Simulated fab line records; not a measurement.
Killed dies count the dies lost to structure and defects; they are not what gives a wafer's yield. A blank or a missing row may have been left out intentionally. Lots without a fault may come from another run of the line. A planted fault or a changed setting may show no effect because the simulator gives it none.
Lot-split experiment	flow sky130	on a route of 708 steps: 5 lots, 23 wafers read

THE SPLIT ITSELF
At SKY_VT_ADJUST_NCORE_IMPLANT_09, the setting energy-kev was moved away from the recipe's 10 on 7 of the 23 wafers read, by -3.8% to +5.7%. This setting was run at the recipe's value on the other wafers.

Reading taken at the split's own step.

THE READING
implant.drp-nm (the simulator's own value, which no gauge read), in nm, at SKY_VT_ADJUST_NCORE_IMPLANT_09. No usual value for it is given in the file.

wafer	tool, chamber at the split	energy-kev as run	against the recipe	implant.drp-nm, nm	against lot-mates on the recipe
L074.1	implanter-04, 0	10.57	+5.7%	17.79	+0.68
L074.2	implanter-04, 0	10.57	+5.7%	17.79	+0.68
L074.3	implanter-04, 0	10.57	+5.7%	17.79	+0.68
L074.4	implanter-04, 0	10	recipe	17.11	-
L074.5	implanter-04, 0	10	recipe	17.11	-
L075.1	implanter-01, 0	10	recipe	17.11	-
L075.4	implanter-01, 0	10	recipe	17.11	-
L075.5	implanter-01, 0	10	recipe	17.11	-
L077.1	implanter-01, 0	10	recipe	17.11	-
L077.2	implanter-01, 0	10	recipe	17.11	-
L077.6	implanter-01, 0	10	recipe	17.11	-
L077.4	implanter-01, 0	9.776	-2.2%	16.85	-0.26
L077.5	implanter-01, 0	9.776	-2.2%	16.85	-0.26
L080.2	implanter-01, 0	10	recipe	17.11	-
L080.3	implanter-01, 0	10	recipe	17.11	-
L080.4	implanter-01, 0	10	recipe	17.11	-
L080.5	implanter-01, 0	10	recipe	17.11	-
L080.6	implanter-01, 0	10	recipe	17.11	-
L084.1	implanter-03, 0	9.617	-3.8%	16.65	-0.46
L084.2	implanter-03, 0	9.617	-3.8%	16.65	-0.46
L084.3	implanter-03, 0	10	recipe	17.11	-
L084.5	implanter-03, 0	10	recipe	17.11	-
L084.6	implanter-03, 0	10	recipe	17.11	-

THE FIT
A straight line over all 23 wafers: implant.drp-nm changes by +0.119 nm for each +1% of energy-kev; r = +1.00; the points scatter about the line by 0.0024 nm.
The same after taking each lot's own level away (the mean of its wafers on the recipe; 23 wafers): +0.119 nm for each +1%; r = +1.00; scatter 0.0024 nm.
That fit puts the effect of the largest move of energy-kev on the reading at 0.68 nm.
The lots' own levels span 17.110 to 17.110 nm.
So the lot-to-lot level changes the slope little: the two slopes agree.
Check: for one of the wafers moved furthest among these (+5.7%), held out of the fit, the line's prediction against its lot-mates is +0.68 nm. Against them it came out at +0.68 nm.

OTHER SPLITS ON THESE WAFERS
Before the reading, these wafers also passed through other splits. Each is held against what the fit with the lots' levels taken away leaves over:
other split on the same wafers	wafers away from the commonest value	r with implant.drp-nm (lot level and that fit taken away)
SKY_VT_ADJUST_LVTN_SOFTBAKE_14 temp-c	5	-0.41
SKY_VT_ADJUST_NCORE_EXPOSE_04 dose-mj	7	+0.38

THE WHOLE CHAIN: every reading that the file lists as answering this split, in the file's order
step	what it does	reading	change (the file's fit)	r (the file's)
SKY_VT_ADJUST_NCORE_IMPLANT_09		implant.rp-nm (the simulator's own value, which no gauge read)	+0.3 nm for each +1% of the setting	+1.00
SKY_VT_ADJUST_NCORE_IMPLANT_09		implant.drp-nm (the simulator's own value, which no gauge read)	+0.119 nm for each +1% of the setting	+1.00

FILE'S OWN FIT
implant.drp-nm changes by +0.119 nm for each +1% of energy-kev, r = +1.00.
